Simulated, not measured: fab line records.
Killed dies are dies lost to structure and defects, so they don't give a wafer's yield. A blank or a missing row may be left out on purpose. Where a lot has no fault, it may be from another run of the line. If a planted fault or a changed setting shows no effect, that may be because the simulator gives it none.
fab line records -- flow sky130
[record] lots = 6, wafers = 18, last_day = 49
route steps=708 shown LOCAL_INTERCONNECT@396 CONTACT@406 PAD_OPEN@708
lots that met no fault: from a run of the same line without faults
start_h: hours from the record's first day to the start of the lot's first wafer shown -- wait_h: hours since the lot's step before -- " the same as in the row above -- L1.1+2: one row covering several wafers at once -- - value missing, or start not given -- * or withheld: withheld -- < > ~ a bound
route shown NAME@n: NAME is a module with steps in the file, n the number in the route of the first one -- usual: the fault-free wafers' mean and standard deviation -- same: alike in all rows -- chamber/n: place in a boat -- sites: each site's reading -- _std_site: the standard deviation of these -- _edge_site: mean of outer sites minus mean of inner sites -- radius_mm: for every site, how far away it sits from the centre of the wafer -- mask NAME#n: copy n -- behind: the last tool/chamber to shape the wafer -- hold: the reason the lot was held/the length of the hold in hours/how it ended -- device: which transistor (n, p or np) failed to switch -- end of line: the route-end tests of the same wafers -- for a step that has no rows: nothing shown but its recipe -- killed: count of dies lost to structure and defects at first sort (not the wafer's yield) -- map: a wafer's dies, marking killed ones x, the rest . and places with no die _
set.NAME: setting as actually run; set.NAME@STEP: the setting as run at that earlier step -- model.NAME: the simulator's own value behind a step, which no gauge read
lots at selected steps of the route; one table per step, one row per wafer
services: a tool's chamber out of use, with start hour (start_h, from the record's first day; less than 0 if before it), hours out, and reason
[[steps]]
[step SKY_LOCAL_INTERCONNECT_PEB_09]
[recipe] peb_temp_c = withheld, peb_time_s = withheld, resist = KrF-thick
[step SKY_LOCAL_INTERCONNECT_DEVELOP_10]
[recipe] develop_time_s = 60, resist = KrF-thick, dev_temp_c = 21
[step SKY_LOCAL_INTERCONNECT_CD_MEAS_11]
[recipe] target_cd_nm = 170
[usual] cd_nm = 169.9/1.5
lot.wafer,tool,chamber,start_h,wait_h,cd_nm
L120.1,cd_sem-01,-,757.10,-,171.5
L120.4,cd_sem-01,-,757.10,-,169.7
L120.6,cd_sem-01,-,757.10,-,171.5
L123.1,cd_sem-02,-,760.18,-,170.5
L123.3,cd_sem-02,-,760.18,-,170.4
L123.5,cd_sem-02,-,760.18,-,170.2
L125.1,cd_sem-02,-,776.10,-,169.1
L125.2,cd_sem-02,-,776.10,-,168.5
L125.5,cd_sem-02,-,776.10,-,170.2
L132.1,cd_sem-01,-,822.00,-,171.1
L132.2,cd_sem-01,-,822.00,-,171.1
L132.4,cd_sem-01,-,822.00,-,170.9
L133.3,cd_sem-02,-,837.43,-,168.2
L133.5,cd_sem-02,-,837.43,-,166.8
L133.6,cd_sem-02,-,837.43,-,169.6
L135.2,cd_sem-02,-,848.85,-,170.4
L135.3,cd_sem-02,-,848.85,-,168.1
L135.5,cd_sem-02,-,848.85,-,167.9
[step SKY_LOCAL_INTERCONNECT_OVL_MEAS_12]
[usual] LOCAL_INTERCONNECT_OVL = 3/6.8
lot.wafer,tool,chamber,start_h,wait_h,LOCAL_INTERCONNECT_OVL[nm]
L120.1,overlay-02,-,757.22,0.1,-9
L120.4,overlay-02,-,757.22,0.1,2
L120.6,overlay-02,-,757.22,0.1,-3
L123.1,overlay-02,-,760.30,0.1,4
L123.3,overlay-02,-,760.30,0.1,8
L123.5,overlay-02,-,760.30,0.1,8
L125.1,overlay-01,-,776.22,0.1,14
L125.2,overlay-01,-,776.22,0.1,8
L125.5,overlay-01,-,776.22,0.1,15
L132.1,overlay-01,-,822.12,0.1,-4
L132.2,overlay-01,-,822.12,0.1,5
L132.4,overlay-01,-,822.12,0.1,3
L133.3,overlay-02,-,837.53,0.1,4
L133.5,overlay-02,-,837.53,0.1,7
L133.6,overlay-02,-,837.53,0.1,-4
L135.2,overlay-02,-,848.96,0.1,9
L135.3,overlay-02,-,848.96,0.1,-3
L135.5,overlay-02,-,848.96,0.1,-2
[step SKY_LOCAL_INTERCONNECT_ETCH_13]
[recipe] chemistry = N2/H2, target = BARC, ion_energy_ev = 200, bias_w = 100, pressure_mtorr = 30, n2_flow_sccm = 100, h2_flow_sccm = 200, icp_w = 500, stop_on = SiO2, time_s = 45.9, target_depth_a = 600
[usual] drypump_motor_current_A = 5.9/0.53, oes_product_au = 0.855/0.0047, throttle_valve_pct = 13.225/0.0093
lot.wafer,tool,chamber,start_h,wait_h,drypump_motor_current_A,oes_product_au,rf_hours_counter_h,throttle_valve_pct
L120.1,rie_metal-01,0,757.26,0.0,5.7,0.855,8,13.218
L120.4,rie_metal-01,1,757.26,0.0,4.9,0.852,-,13.233
L120.6,rie_metal-01,1,757.26,0.0,4.9,0.853,-,13.231
L123.1,rie_metal-01,0,760.34,0.0,5.7,0.853,8,13.212
L123.3,rie_metal-01,0,760.34,0.0,5.7,0.853,-,13.231
L123.5,rie_metal-01,1,760.34,0.0,4.9,0.857,-,13.230
L125.1,rie_metal-04,0,776.26,0.0,5.7,0.851,4,13.219
L125.2,rie_metal-04,1,776.26,0.0,5.9,0.858,13,13.230
L125.5,rie_metal-04,1,776.26,0.0,5.9,0.850,-,13.227
L132.1,rie_metal-01,1,822.16,0.0,4.9,0.859,6,13.218
L132.2,rie_metal-01,0,822.16,0.0,5.7,0.859,11,13.222
L132.4,rie_metal-01,1,822.16,0.0,4.9,0.856,-,13.217
L133.3,rie_metal-03,1,837.57,0.0,6.6,0.857,-,13.221
L133.5,rie_metal-03,1,837.57,0.0,6.6,0.859,-,13.228
L133.6,rie_metal-03,0,837.57,0.0,5.7,0.867,-,13.223
L135.2,rie_metal-03,1,848.99,0.0,6.6,0.849,7,13.223
L135.3,rie_metal-03,0,848.99,0.0,5.7,0.851,-,13.220
L135.5,rie_metal-03,0,848.99,0.0,5.7,0.863,-,13.206
[step SKY_LOCAL_INTERCONNECT_METAL_ETCH_14]
[recipe] target_depth_nm = 110, stop_on = PSG, chemistry = Cl2/BCl3, target = TiN, resist_sidewall_deg = 88, pressure_mtorr = 10, icp_w = 900, bias_w = 48.5, Cl2_flow_sccm = 60, bcl3_flow_sccm = 30, time_s = 31.4
[usual] drypump_motor_current_A = 5.9/0.53, oes_product_au = 0.944/0.0072, throttle_valve_pct = 21.898/0.0096
lot.wafer,tool,chamber,start_h,wait_h,drypump_motor_current_A,oes_product_au,rf_hours_counter_h,throttle_valve_pct
L120.1,rie_metal-01,0,757.32,0.0,5.7,0.943,8,21.910
L120.4,rie_metal-01,1,757.32,0.0,4.9,0.938,-,21.898
L120.6,rie_metal-01,1,757.32,0.0,4.9,0.946,-,21.896
L123.1,rie_metal-01,0,760.40,0.0,5.7,0.941,8,21.906
L123.3,rie_metal-01,0,760.40,0.0,5.7,0.941,-,21.903
L123.5,rie_metal-01,1,760.40,0.0,4.9,0.939,-,21.899
L125.1,rie_metal-04,0,776.32,0.0,5.7,0.953,4,21.890
L125.2,rie_metal-04,1,776.32,0.0,5.9,0.960,13,21.894
L125.5,rie_metal-04,1,776.32,0.0,5.9,0.951,-,21.899
L132.1,rie_metal-01,1,822.22,0.0,4.9,0.955,6,21.901
L132.2,rie_metal-01,0,822.22,0.0,5.7,0.956,11,21.892
L132.4,rie_metal-01,1,822.22,0.0,4.9,0.942,-,21.891
L133.3,rie_metal-03,1,837.63,0.0,6.6,0.944,-,21.904
L133.5,rie_metal-03,1,837.63,0.0,6.6,0.935,-,21.907
L133.6,rie_metal-03,0,837.63,0.0,5.7,0.942,-,21.920
L135.2,rie_metal-03,1,849.05,0.0,6.6,0.937,7,21.899
L135.3,rie_metal-03,0,849.05,0.0,5.7,0.934,-,21.897
L135.5,rie_metal-03,0,849.05,0.0,5.7,0.949,-,21.904
[step SKY_LOCAL_INTERCONNECT_STRIP_15]
[recipe] chemistry = O2/N2, power_w = 1400, pressure_mtorr = 1500, platen_temp_c = withheld, o2_flow_sccm = 3000, n2_flow_sccm = 300, overash_fraction = 0.5
[usual] drypump_motor_current_A = 5.7/0.54, oes_product_au = 0.427/0.0044, strip_time_to_endpoint_s = 4.732/0.019
lot.wafer,tool,chamber,start_h,wait_h,drypump_motor_current_A,oes_product_au,rf_hours_counter_h,strip_time_to_endpoint_s
L120.1,plasma_asher-04,0,757.37,0.0,6.4,0.432,94,4.737
L120.4,plasma_asher-04,1,757.37,0.0,5.5,0.427,-,4.721
L120.6,plasma_asher-04,0,757.37,0.0,6.4,0.422,-,4.756
L123.1,plasma_asher-02,1,760.45,0.0,5.8,0.430,61,4.720
L123.3,plasma_asher-02,1,760.45,0.0,5.8,0.424,-,4.716
L123.5,plasma_asher-02,0,760.45,0.0,5.1,0.425,-,4.699
L125.1,plasma_asher-04,1,776.37,0.0,5.5,0.427,96,4.758
L125.2,plasma_asher-04,0,776.37,0.0,6.4,0.431,96,4.742
L125.5,plasma_asher-04,0,776.37,0.0,6.4,0.434,-,4.772
L132.1,plasma_asher-04,1,822.27,0.0,5.5,0.428,101,4.720
L132.2,plasma_asher-04,0,822.27,0.0,6.4,0.430,101,4.724
L132.4,plasma_asher-04,1,822.27,0.0,5.4,0.427,-,4.740
L133.3,plasma_asher-04,1,837.70,0.1,5.5,0.428,-,4.745
L133.5,plasma_asher-04,1,837.70,0.1,5.5,0.429,-,4.752
L133.6,plasma_asher-04,0,837.70,0.1,6.4,0.435,-,4.754
L135.2,plasma_asher-01,1,849.10,0.0,6.3,0.428,40,4.737
L135.3,plasma_asher-01,0,849.10,0.0,5.0,0.428,-,4.732
L135.5,plasma_asher-01,1,849.10,0.0,6.3,0.427,-,4.725
[step SKY_LOCAL_INTERCONNECT_STRIP_16]
[recipe] chemistry = post_etch_residue_remover, time_s = 1200, temp_c = 72.5
[step SKY_LOCAL_INTERCONNECT_CLEAN_17]
[recipe] chemistry = IPA, time_s = 180, temp_c = 25
[step SKY_LOCAL_INTERCONNECT_CLEAN_18]
[recipe] chemistry = O3/DIW, dry = n2_spin
[step SKY_CONTACT_CVD_00]
[recipe] material = Si3N4, target_thk_nm = 75, temp_c = 400, time_s = withheld, rf_w = 450
[usual] heater_power_w = 709/87, susceptor_temp_C = 399.98/0.24
lot.wafer,tool,chamber,start_h,wait_h,heater_power_w,susceptor_temp_C
L120.1,pecvd-01,1,758.01,0.0,794,399.86
L120.4,pecvd-01,0,758.01,0.0,684,399.70
L120.6,pecvd-01,1,758.01,0.0,806,399.96
L123.1,pecvd-03,1,761.06,0.0,736,400.15
L123.3,pecvd-03,0,761.06,0.0,667,399.87
L123.5,pecvd-03,0,761.06,0.0,680,400.44
L125.1,pecvd-01,0,776.96,0.0,678,400.06
L125.2,pecvd-01,1,776.96,0.0,844,400.31
L125.5,pecvd-01,0,776.96,0.0,690,399.80
L132.1,pecvd-03,0,822.91,0.0,750,399.97
L132.2,pecvd-03,1,822.91,0.0,728,399.94
L132.4,pecvd-03,2,822.91,0.0,733,399.91
L133.3,pecvd-04,2,838.27,0.0,645,399.65
L133.5,pecvd-04,2,838.27,0.0,648,399.86
L133.6,pecvd-04,0,838.27,0.0,638,399.94
L135.2,pecvd-04,2,849.69,0.0,682,399.91
L135.3,pecvd-04,0,849.69,0.0,551,400.05
L135.5,pecvd-04,1,849.69,0.0,584,400.19
[step SKY_CONTACT_THK_MEAS_01]
[recipe] reads = Si3N4_of_CONTACT_CVD_00
[usual] CONTACT_CVD_00_THK = 75.1/0.9
lot.wafer,tool,chamber,start_h,wait_h,CONTACT_CVD_00_THK[nm]
L120.1,film_metro-01,-,758.04,-,75.1
L120.4,film_metro-01,-,758.04,-,76.3
L120.6,film_metro-01,-,758.04,-,75.5
L123.1,film_metro-02,-,761.09,-,73.5
L123.3,film_metro-02,-,761.09,-,73.0
L123.5,film_metro-02,-,761.09,-,74.7
L125.1,film_metro-01,-,777.02,-,75.5
L125.2,film_metro-01,-,777.02,-,74.7
L125.5,film_metro-01,-,777.02,-,76.1
L132.1,film_metro-01,-,822.94,-,74.8
L132.2,film_metro-01,-,822.94,-,75.8
L132.4,film_metro-01,-,822.94,-,78.2
L133.3,film_metro-01,-,838.33,-,74.4
L133.5,film_metro-01,-,838.33,-,75.7
L133.6,film_metro-01,-,838.33,-,73.3
L135.2,film_metro-01,-,849.74,-,74.6
L135.3,film_metro-01,-,849.74,-,74.7
L135.5,film_metro-01,-,849.74,-,75.2
[step SKY_CONTACT_HDPCVD_02]
[recipe] material = SiO2, target_thk_nm = 565, sigma_open_frac = 0.3, time_s = 94.2, temp_c = 600, sih4_flow_sccm = 60, pressure_mtorr = 6
[usual] susceptor_temp_C = 600.03/0.27
lot.wafer,tool,chamber,start_h,wait_h,susceptor_temp_C,model.SiO2_of_CONTACT_HDPCVD_02.thk_nm
L120.1,hdpcvd-02,0,758.10,0.1,600.10,562.9
L120.4,hdpcvd-02,2,758.10,0.1,600.03,570.6
L120.6,hdpcvd-02,0,758.10,0.1,600.18,564.6
L123.1,hdpcvd-01,2,761.15,0.1,600.47,567.9
L123.3,hdpcvd-01,1,761.15,0.1,600.33,565.8
L123.5,hdpcvd-01,2,761.15,0.1,600.06,566.1
L125.1,hdpcvd-01,1,777.08,0.1,600.01,570.8
L125.2,hdpcvd-01,2,777.08,0.1,599.54,573.2
L125.5,hdpcvd-01,1,777.08,0.1,600.55,573.4
L132.1,hdpcvd-02,1,823.00,0.1,600.26,572.2
L132.2,hdpcvd-02,2,823.00,0.1,600.58,567.2
L132.4,hdpcvd-02,2,823.00,0.1,600.33,928.9
L133.3,hdpcvd-02,2,838.37,0.0,599.88,554.9
L133.5,hdpcvd-02,0,838.37,0.0,600.23,916.4
L133.6,hdpcvd-02,2,838.37,0.0,599.94,557.6
L135.2,hdpcvd-01,2,849.79,0.0,600.03,572.4
L135.3,hdpcvd-01,0,849.79,0.0,599.86,565
L135.5,hdpcvd-01,1,849.79,0.0,599.44,572.6
[step SKY_CONTACT_THK_MEAS_03]
[recipe] reads = SiO2_of_CONTACT_HDPCVD_02
[usual] CONTACT_HDPCVD_THK = 566/6
lot.wafer,tool,chamber,start_h,wait_h,CONTACT_HDPCVD_THK[nm]
L120.1,film_metro-04,-,758.17,0.0,563
L120.4,film_metro-04,-,758.17,0.0,570
L120.6,film_metro-04,-,758.17,0.0,565
L123.1,film_metro-04,-,761.26,0.1,568
L123.3,film_metro-04,-,761.26,0.1,566
L123.5,film_metro-04,-,761.26,0.1,566
L125.1,film_metro-02,-,777.15,0.0,571
L125.2,film_metro-02,-,777.15,0.0,573
L125.5,film_metro-02,-,777.15,0.0,573
L132.1,film_metro-01,-,823.07,0.0,572
L132.2,film_metro-01,-,823.07,0.0,567
L132.4,film_metro-01,-,823.07,0.0,929
L133.3,film_metro-01,-,838.46,0.1,555
L133.5,film_metro-01,-,838.46,0.1,916
L133.6,film_metro-01,-,838.46,0.1,558
L135.2,film_metro-01,-,849.87,0.0,573
L135.3,film_metro-01,-,849.87,0.0,565
L135.5,film_metro-01,-,849.87,0.0,573
[step SKY_CONTACT_CMP_04]
[recipe] material = SiO2, down_force_psi = 4, platen_rpm = 60, pad_velocity_m_s = 0.94248
[usual] motor_current_A = 12.8/1.5, slurry_flow_ml_min = 150.0/0.47, time_to_endpoint_s = 84/3.6
lot.wafer,tool,chamber,start_h,wait_h,motor_current_A,slurry_flow_ml_min,time_to_endpoint_s
L120.4,cmp-01,0,758.33,0.1,11.2,150.1,85
L120.1,cmp-01,1,758.33,0.1,13.7,149.5,80
L120.6,cmp-01,3,758.33,0.1,14.8,149.5,82
L123.3,cmp-01,3,761.32,0.0,14.3,149.5,84
L123.1,cmp-01,0,761.32,0.0,11.3,150.0,83
L123.5,cmp-01,3,761.32,0.0,15.2,150.1,84
L125.1,cmp-02,0,777.21,0.1,10.9,150.6,81
L125.2,cmp-02,1,777.21,0.1,12.8,150.0,86
L125.5,cmp-02,1,777.21,0.1,12.2,149.1,85
L132.4,cmp-01,0,823.35,0.2,11.4,150.0,217
L132.1,cmp-01,2,823.35,0.2,13.5,150.4,88
L132.2,cmp-01,3,823.35,0.2,15.1,150.7,82
L133.3,cmp-01,2,838.60,0.1,13.9,149.7,82
L133.6,cmp-01,0,838.60,0.1,11.5,150.0,86
L133.5,cmp-01,1,838.60,0.1,14.6,149.7,218
L135.3,cmp-02,2,850.02,0.1,11.7,149.2,84
L135.2,cmp-02,3,850.02,0.1,10.9,149.3,84
L135.5,cmp-02,1,850.02,0.1,12.0,150.1,88
[step SKY_CONTACT_BOW_MEAS_05]
[recipe] mode = bow
[usual] CONTACT_BOW = 81/6
lot.wafer,tool,chamber,start_h,wait_h,CONTACT_BOW[um]
L120.1,film_metro-01,-,758.53,0.1,75
L120.4,film_metro-01,-,758.53,0.1,85
L120.6,film_metro-01,-,758.53,0.1,74
L123.1,film_metro-01,-,761.62,0.2,85
L123.3,film_metro-01,-,761.62,0.2,85
L123.5,film_metro-01,-,761.62,0.2,76
L125.1,film_metro-01,-,777.51,0.3,86
L125.2,film_metro-01,-,777.51,0.3,80
L125.5,film_metro-01,-,777.51,0.3,94
L132.1,film_metro-02,-,823.65,0.1,81
L132.2,film_metro-02,-,823.65,0.1,80
L132.4,film_metro-02,-,823.65,0.1,91
L133.3,film_metro-02,-,838.84,0.2,82
L133.5,film_metro-02,-,838.84,0.2,75
L133.6,film_metro-02,-,838.84,0.2,79
L135.2,film_metro-01,-,850.24,0.1,90
L135.3,film_metro-01,-,850.24,0.1,84
L135.5,film_metro-01,-,850.24,0.1,78
[step SKY_PAD_OPEN_PROBE_99]
[usual] killed_at_M0_to_M3 = 43/7, killed_at_M4_up = 3.4/1.9, killed_at_contacts = 24/5.4, killed_at_front_end = 15/4.4, killed_at_other = 0.4/0.63, killed_dies = 86/9.1, killed_open = 46/6.6, killed_short = 39/6.6
[same] gross_dies = 492, killed_at_back_side = 0
lot.wafer,tool,chamber,start_h,wait_h,killed_at_M0_to_M3,killed_at_M4_up,killed_at_contacts,killed_at_front_end,killed_at_other,killed_dies,killed_open,killed_short
L120.1,prober-01,-,1114.86,0.1,43,4,30,16,1,94,54,40
L120.4,prober-01,-,1115.01,0.2,49,3,20,18,0,90,49,40
L120.6,prober-01,-,1115.11,0.2,42,6,23,11,0,82,37,44
L123.1,prober-02,-,1118.69,0.1,45,2,26,15,0,88,47,41
L123.3,prober-02,-,1118.79,0.2,33,6,22,22,0,83,35,47
L123.5,prober-02,-,1118.89,0.2,30,4,36,12,0,82,44,38
L125.1,prober-02,-,1129.42,0.1,47,5,16,15,1,84,38,46
L125.2,prober-02,-,1129.47,0.1,38,4,24,15,0,81,35,46
L125.5,prober-02,-,1129.62,0.2,41,4,33,14,1,93,55,38
L132.1,prober-02,-,1163.35,0.1,49,5,23,19,0,96,49,47
L132.2,prober-02,-,1163.40,0.1,45,1,30,13,4,93,47,42
L132.4,prober-02,-,1163.50,0.2,47,3,13,14,0,77,40,37
L133.3,prober-01,-,1171.49,0.2,37,5,24,7,2,75,48,25
L133.5,prober-01,-,1171.59,0.2,36,3,18,12,0,69,42,27
L133.6,prober-01,-,1171.64,0.2,51,8,30,11,0,100,48,52
L135.2,prober-02,-,1181.50,0.1,57,1,24,14,1,97,46,50
L135.3,prober-02,-,1181.55,0.2,52,5,25,11,0,93,50,43
L135.5,prober-02,-,1181.65,0.2,51,3,29,15,1,99,45,53
// killed by level:class
L120.1 CONTACT:geometric_particle:open=17 VIA1:geometric_particle:open=9 METAL1:geometric_particle:short=6 FIELD_ISO:geometric_particle:open=5 LI_CONTACT:geometric_particle:open=5 CONTACT:geometric_particle:short=5 METAL2:geometric_particle:short=5 VIA3:geometric_particle:open=5
L120.4 CONTACT:geometric_particle:open=9 VIA3:geometric_particle:open=8 VIA1:geometric_particle:open=7 VIA2:geometric_particle:open=7 VIA1:geometric_particle:short=6 FIELD_ISO:geometric_particle:open=5 METAL1:geometric_particle:short=5 LI_CONTACT:geometric_particle:open=4
L120.6 METAL1:geometric_particle:short=10 CONTACT:geometric_particle:open=8 CONTACT:geometric_particle:short=7 VIA3:geometric_particle:open=6 VIA2:geometric_particle:open=5 VIA2:geometric_particle:short=5 FIELD_ISO:geometric_particle:short=4 LI_CONTACT:geometric_particle:short=4
L123.1 CONTACT:geometric_particle:open=10 VIA1:geometric_particle:open=9 METAL2:geometric_particle:short=7 VIA2:geometric_particle:open=6 LOCAL_INTERCONNECT:geometric_particle:short=6 LI_CONTACT:geometric_particle:open=5 METAL1:geometric_particle:short=4 VIA3:geometric_particle:short=4
L123.3 POLY_GATE:geometric_particle:short=7 FIELD_ISO:geometric_particle:open=6 VIA2:geometric_particle:open=6 LI_CONTACT:geometric_particle:open=5 CONTACT:geometric_particle:open=5 VIA1:geometric_particle:short=5 METAL2:geometric_particle:short=5 VIA3:geometric_particle:open=5
L123.5 CONTACT:geometric_particle:open=16 LI_CONTACT:geometric_particle:open=9 METAL1:geometric_particle:short=8 CONTACT:geometric_particle:short=5 FIELD_ISO:geometric_particle:open=4 LOCAL_INTERCONNECT:geometric_particle:short=4 METAL2:geometric_particle:short=4 VIA2:geometric_particle:open=4
L125.1 VIA3:geometric_particle:open=11 VIA1:geometric_particle:open=7 METAL2:geometric_particle:short=7 METAL1:geometric_particle:short=6 CONTACT:geometric_particle:open=5 FIELD_ISO:geometric_particle:short=4 LOCAL_INTERCONNECT:geometric_particle:short=4 VIA2:geometric_particle:short=4
L125.2 CONTACT:geometric_particle:open=7 METAL1:geometric_particle:short=7 CONTACT:geometric_particle:short=6 VIA1:geometric_particle:open=5 METAL2:geometric_particle:short=5 VIA2:geometric_particle:open=5 LI_CONTACT:geometric_particle:short=4 VIA1:geometric_particle:short=4
L125.5 VIA1:geometric_particle:open=11 CONTACT:geometric_particle:open=9 LI_CONTACT:geometric_particle:open=8 VIA2:geometric_particle:open=8 LOCAL_INTERCONNECT:geometric_particle:short=5 CONTACT:geometric_particle:short=5 METAL2:geometric_particle:short=5 METAL1:geometric_particle:short=5
L132.1 VIA1:geometric_particle:open=13 CONTACT:geometric_particle:open=7 VIA2:geometric_particle:open=7 FIELD_ISO:geometric_particle:short=6 LOCAL_INTERCONNECT:geometric_particle:short=6 METAL1:geometric_particle:short=6 METAL2:geometric_particle:short=5 METAL3:geometric_particle:short=5
L132.2 LI_CONTACT:geometric_particle:open=13 VIA1:geometric_particle:open=10 VIA1:geometric_particle:short=6 CONTACT:geometric_particle:open=6 VIA2:geometric_particle:open=6 CONTACT:geometric_particle:short=5 METAL2:geometric_particle:short=5 METAL1:geometric_particle:short=5
L132.4 VIA1:geometric_particle:open=9 VIA2:geometric_particle:open=9 METAL2:geometric_particle:short=7 METAL1:geometric_particle:short=7 VIA3:geometric_particle:open=6 FIELD_ISO:geometric_particle:open=4 FIELD_ISO:geometric_particle:short=4 LOCAL_INTERCONNECT:geometric_particle:short=4
L133.3 VIA1:geometric_particle:open=8 VIA2:geometric_particle:open=8 LI_CONTACT:geometric_particle:open=7 CONTACT:geometric_particle:short=7 CONTACT:geometric_particle:open=7 VIA3:geometric_particle:open=7 POLY_GATE:geometric_particle:open=3 METAL4:geometric_particle:short=3
L133.5 CONTACT:geometric_particle:open=10 VIA1:geometric_particle:open=8 POLY_GATE:geometric_particle:open=6 VIA2:geometric_particle:open=5 METAL1:geometric_particle:short=5 METAL2:geometric_particle:short=4 VIA3:geometric_particle:open=4 LOCAL_INTERCONNECT:geometric_particle:short=3
L133.6 CONTACT:geometric_particle:open=13 VIA1:geometric_particle:open=11 METAL2:geometric_particle:short=8 METAL1:geometric_particle:short=8 METAL4:geometric_particle:short=7 LI_CONTACT:geometric_particle:open=6 VIA1:geometric_particle:short=6 VIA3:geometric_particle:open=6
L135.2 VIA1:geometric_particle:open=11 VIA1:geometric_particle:short=9 VIA3:geometric_particle:open=8 CONTACT:geometric_particle:open=8 METAL1:geometric_particle:short=8 CONTACT:geometric_particle:short=7 VIA2:geometric_particle:open=6 POLY_GATE:geometric_particle:short=5
L135.3 VIA3:geometric_particle:open=10 VIA1:geometric_particle:open=9 VIA2:geometric_particle:open=9 LI_CONTACT:geometric_particle:open=8 CONTACT:geometric_particle:short=7 METAL2:geometric_particle:short=7 CONTACT:geometric_particle:open=6 METAL1:geometric_particle:short=4
L135.5 METAL2:geometric_particle:short=13 LI_CONTACT:geometric_particle:open=8 CONTACT:geometric_particle:short=7 VIA1:geometric_particle:open=7 VIA2:geometric_particle:open=6 LI_CONTACT:geometric_particle:short=5 CONTACT:geometric_particle:open=5 VIA3:geometric_particle:open=5
[[services]]
tool,chamber,start_h,hours,kind
cmp-02,-,735.66,0.2,repair
cmp-01,-,741.61,0.6,repair
cmp-02,-,743.54,17.4,pm
cmp-01,-,744.00,4.0,pm
pecvd-03,1,746.83,6.9,repair
rie_metal-04,-,749.36,1.1,repair
rie_metal-03,1,752.45,6.3,repair
pecvd-03,-,752.53,0.5,repair
plasma_asher-01,-,755.65,2.3,repair
hdpcvd-01,0,757.11,5.5,repair
pecvd-03,-,757.65,1.8,repair
pecvd-04,-,763.62,28.1,pm
pecvd-01,-,785.65,1.4,repair
rie_metal-01,-,789.68,0.4,repair
rie_metal-01,1,791.01,18.2,repair
cmp-01,-,802.36,3.0,repair
cmp-02,-,804.24,1.8,repair
pecvd-03,-,811.10,6.0,pm
pecvd-03,-,817.10,5.5,pm
cmp-02,-,817.19,6.6,pm
rie_metal-01,-,833.42,4.0,pm
cmp-01,-,834.26,2.6,repair
hdpcvd-01,2,837.64,8.7,repair
pecvd-01,-,847.67,1.3,repair
[[key]]
[first_sign] step = SKY_CONTACT_THK_MEAS_03, reading = CONTACT_HDPCVD_THK, direction = up, sigmas = 59, usual = 566, struck = 922
[effect] step = SKY_CONTACT_CMP_04, reading = time_to_endpoint_s, direction = up, sigmas = 37, usual = *, struck = *
[model_effect] step = SKY_CONTACT_HDPCVD_02, value = SiO2_of_CONTACT_HDPCVD_02.thk_nm, without = 565, struck = 922.7
met_at SKY_CONTACT_HDPCVD_02
struck_wafers L132.4,L133.5
tester_left_out L132,L133
onset_between 758.10 823.00
[fault] kind = process_parameter_drift, tool = hdpcvd-02, chamber = -, onset_h = 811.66, steps = SKY_CONTACT_HDPCVD_02, channel = target_thk_nm, offset = 357.66, shape = step, end_h = 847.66, scope = struck_wafers_only, acts_in = these_recipes_only, stated = 565
// tester_left_out: of these lots the tester's yield and bins aren't shown, on N5 and GAA mostly nor the transistor test; their killed dies are dies lost to structure and defects alone, not to doping, threshold or leakage, so they don't give the yield
